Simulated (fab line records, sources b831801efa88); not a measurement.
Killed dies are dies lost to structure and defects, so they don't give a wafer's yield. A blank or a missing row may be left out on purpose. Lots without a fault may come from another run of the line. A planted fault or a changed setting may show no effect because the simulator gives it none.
Chamber matching | flow gf180mcu | GF_STI_ETCH_13 on rie_diel-04: 4 sister chambers
The step etches the open film in CHF3/O2, stops on Si, target depth 282.31 nm, time 112.9 s. 20 wafers are shown with their chamber, then 10 later ones without.

WAFERS WITH THEIR CHAMBER
wafer  | chamber | drypump_motor_current_A (A) | chf3_flow_sccm (sccm) | throttle_valve_pct (%)
L074.1 | 0       | 5.4                         | 49.93                 | 8.817
L074.2 | 2       | 5.5                         | 49.98                 | 8.799
L074.4 | 1       | 5.9                         | 50.12                 | 8.810
L076.1 | 2       | 5.5                         | 50.09                 | 8.835
L076.3 | 0       | 5.4                         | 49.99                 | 8.827
L076.6 | 2       | 5.5                         | 50.07                 | 8.804
L078.1 | 0       | 5.3                         | 50.54                 | 8.816
L078.2 | 3       | 5.2                         | 50.29                 | 8.812
L078.3 | 1       | 5.9                         | 50.17                 | 8.811
L082.1 | 2       | 5.5                         | 49.97                 | 8.819
L082.2 | 1       | 5.9                         | 50.24                 | 8.816
L082.4 | 3       | 5.2                         | 49.99                 | 8.814
L086.3 | 0       | 5.4                         | 49.69                 | 8.811
L086.4 | 0       | 5.4                         | 49.97                 | 8.810
L086.6 | 1       | 5.9                         | 50.32                 | 8.803
L087.1 | 1       | 5.9                         | 50.02                 | 8.799
L087.4 | 3       | 5.2                         | 50.22                 | 8.811
L087.6 | 1       | 5.9                         | 50.15                 | 8.806
L091.1 | 3       | 5.2                         | 49.86                 | 8.818
L091.5 | 0       | 5.4                         | 49.98                 | 8.803

SIGNATURES (means of the wafers above)
reading                 | chamber 0 | chamber 1 | chamber 2 | chamber 3 | scatter within a chamber
drypump_motor_current_A | 5.383     | 5.900     | 5.500     | 5.200     | 0.0228
chf3_flow_sccm          | 50.0167   | 50.1700   | 50.0275   | 50.0900   | 0.19
throttle_valve_pct      | 8.81400   | 8.80750   | 8.81425   | 8.81375   | 0.00913
Rule: a wafer's distance from a chamber is the root of the sum, over the readings, of the square of ((its reading less the chamber's mean) divided by the reading's scatter). The wafer belongs to the nearest chamber; if the next one is less than 2 further off, it can't be placed. The scatter: the root of (the sum of the squares of (reading less its chamber's mean) over the shown wafers, divided by (wafers less chambers)).

WAFERS WITHOUT THEIR CHAMBER
wafer  | drypump_motor_current_A (A) | chf3_flow_sccm (sccm) | throttle_valve_pct (%)
L091.6 | 5.9                         | 49.88                 | 8.801
L092.1 | 5.4                         | 50.10                 | 8.821
L092.2 | 5.5                         | 49.97                 | 8.820
L092.5 | 5.4                         | 49.98                 | 8.806
L095.1 | 5.4                         | 50.11                 | 8.802
L095.3 | 5.2                         | 50.05                 | 8.812
L095.4 | 5.5                         | 50.17                 | 8.818
L096.1 | 5.4                         | 49.83                 | 8.807
L096.5 | 5.5                         | 49.98                 | 8.800
L096.6 | 5.2                         | 50.13                 | 8.809

WHICH CHAMBER EACH WENT THROUGH
wafer  | from the rows above | in truth
L091.6 | 1                   | 1
L092.1 | 0                   | 0
L092.2 | 2                   | 2
L092.5 | 0                   | 0
L095.1 | 0                   | 0
L095.3 | 3                   | 3
L095.4 | 2                   | 2
L096.1 | 0                   | 0
L096.5 | 2                   | 2
L096.6 | 3                   | 3
Placed correctly: 10 of 10. Can't be placed from these rows: 0. Placed wrongly: 0.
